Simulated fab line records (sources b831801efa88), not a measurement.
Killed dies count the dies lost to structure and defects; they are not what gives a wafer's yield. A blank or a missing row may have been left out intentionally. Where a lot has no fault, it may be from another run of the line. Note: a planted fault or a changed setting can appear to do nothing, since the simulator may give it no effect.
One fault through the eyes of 2 desks + flow sky130 + only its own numbers are on each desk; what lay behind them is given at the end

== THE TOOL OWNER'S DESK: implanter-04 ==
The tool's own readings at SKY_LDD_N_IMPLANT_08, given as means over the sampled wafers that have a number, one for each lot that went through this tool. If a lot's mean is further than 4 standard deviations from the usual mean, the lot is out of limits and carries the mark OUT (the distance appears in the brackets).
Columns: A = beam on s at SKY_LDD_N_IMPLANT_08, usual 9.97 s; B = dose ions cm2 at SKY_LDD_N_IMPLANT_08, usual 7.501e+13; C = faraday current uA at SKY_LDD_N_IMPLANT_08, usual 424
| lot  | first seen here | A                       | B                           | C             |
|------|-----------------|-------------------------|-----------------------------|---------------|
| L119 | day 19 05:13    | 9.86                    | 7.495e+13                   | 430           |
| L125 | day 21 17:46    | 9.94                    | 7.503e+13                   | 424           |
| L130 | day 23 12:56    | 54.95 (+99 or more) OUT | 5.155e+14 (+99 or more) OUT | 529 (+11) OUT |
| L133 | day 24 09:32    | 55.73 (+99 or more) OUT | 5.155e+14 (+99 or more) OUT | 522 (+11) OUT |
Finding of this desk: L130, L133 out of limits; the first was L130 at day 23 12:56, on beam on s at SKY_LDD_N_IMPLANT_08. L119, L125 stayed within limits.

== FROM THE METROLOGY DESK ==
What the gauges read for every lot (on any tool): the sampled wafers with a number, averaged. If a lot's mean is further than 4 standard deviations from the usual mean, the lot is out of limits and carries the mark OUT (the distance appears in the brackets).
Columns: A = LDD_N_TW at SKY_LDD_N_TW_MEAS_17, usual 2607
| lot  | first seen here | A              |
|------|-----------------|----------------|
| L115 | day 17 19:26    | 2621           |
| L116 | day 17 23:28    | 2590           |
| L117 | day 18 08:41    | 2631           |
| L118 | day 18 12:47    | 2596           |
| L119 | day 19 06:29    | 2607           |
| L121 | day 20 07:05    | 2596           |
| L122 | day 20 13:09    | 2623           |
| L124 | day 21 06:59    | 2590           |
| L125 | day 21 19:03    | 2610           |
| L129 | day 23 06:59    | 2622           |
| L130 | day 23 14:14    | 2979 (+27) OUT |
| L133 | day 24 10:49    | 2975 (+26) OUT |
| L136 | day 25 01:41    | 2610           |
| L137 | day 25 15:20    | 2588           |
This desk reports L130, L133 out of limits; the earliest was L130 at day 23 14:14 (LDD_N_TW at SKY_LDD_N_TW_MEAS_17). L115, L116, L117, L118, L119, L121, L122, L124, L125, L129, L136, L137 stayed within limits.

== TAKEN TOGETHER ==
On L130, L133, at day 23 12:56, an alarm was possible from the tool owner's desk.
At day 23 14:14 the metrology desk could have sounded an alarm, on L130, L133.
All the named lots went through SKY_LDD_N_IMPLANT_08 on implanter-04.

== WHAT THE SIMULATOR HAD INSERTED ==
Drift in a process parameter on implanter-04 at SKY_LDD_N_IMPLANT_08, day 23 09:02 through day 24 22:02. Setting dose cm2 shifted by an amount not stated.
Struck lots among those shown: L130, L133.
Hours from the fault's start to each desk's first reading out of limits: the tool owner's desk, 4; the metrology desk, 5.
